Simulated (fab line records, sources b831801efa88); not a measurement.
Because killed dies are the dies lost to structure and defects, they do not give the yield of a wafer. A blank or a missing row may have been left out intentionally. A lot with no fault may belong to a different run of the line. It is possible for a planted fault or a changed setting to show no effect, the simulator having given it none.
Chamber matching ; flow gf180mcu ; GF_CONTACT_CMP_27 on cmp-01 has 4 sister chambers
The step polishes, stops on SiO2, t overpolish 15 s, target thk 0 nm. 16 wafers are shown with their chamber, then 7 later ones without.

## EACH WAFER AND ITS CHAMBER
wafer;chamber;motor_current_A (A);time_to_endpoint_s (s)
L815.4;3;12.3;80
L815.5;0;14.8;68
L815.6;1;11.8;81
L816.2;3;12.5;81
L816.3;0;15.2;69
L816.4;2;14.0;68
L817.1;1;12.0;80
L817.2;3;11.9;81
L817.6;1;11.3;81
L824.1;2;13.1;62
L824.3;3;12.1;74
L832.2;0;14.5;67
L832.4;3;11.7;74
L832.5;3;11.8;73
L833.1;2;13.8;65
L833.2;0;14.7;63

SIGNATURES (means of the wafers above)
reading;chamber 0;chamber 1;chamber 2;chamber 3;scatter within a chamber
motor_current_A;14.800;11.700;13.633;12.050;0.347
time_to_endpoint_s;66.75;80.67;65.00;77.17;3.09
Rule: distance of a wafer from a chamber = root of the sum over the readings of ((wafer's reading minus chamber's mean) / reading's scatter) squared. The wafer belongs to the nearest chamber; if the next one is less than 2 further off, it can't be placed. How the scatter is found: for the shown wafers, subtract from each reading the mean of its chamber, square and add these, divide the total by (wafers less chambers), then take the root.

## WAFERS MISSING THEIR CHAMBER
wafer;motor_current_A (A);time_to_endpoint_s (s)
L833.4;11.9;71
L835.2;13.9;67
L835.5;11.1;73
L835.6;14.9;67
L837.1;15.6;68
L837.2;12.0;84
L837.3;13.2;70

## THE CHAMBER EACH PASSED THROUGH
wafer;from the rows above;in truth
L833.4;can't be placed: 3 or 1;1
L835.2;can't be placed: 2 or 0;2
L835.5;can't be placed: 1 or 3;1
L835.6;0;0
L837.1;0;0
L837.2;can't be placed: 1 or 3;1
L837.3;2;2
3 of 7 placed correctly. Can't be placed from these rows: 4 (the true chamber is among the candidates in 4). 0 placed wrongly.
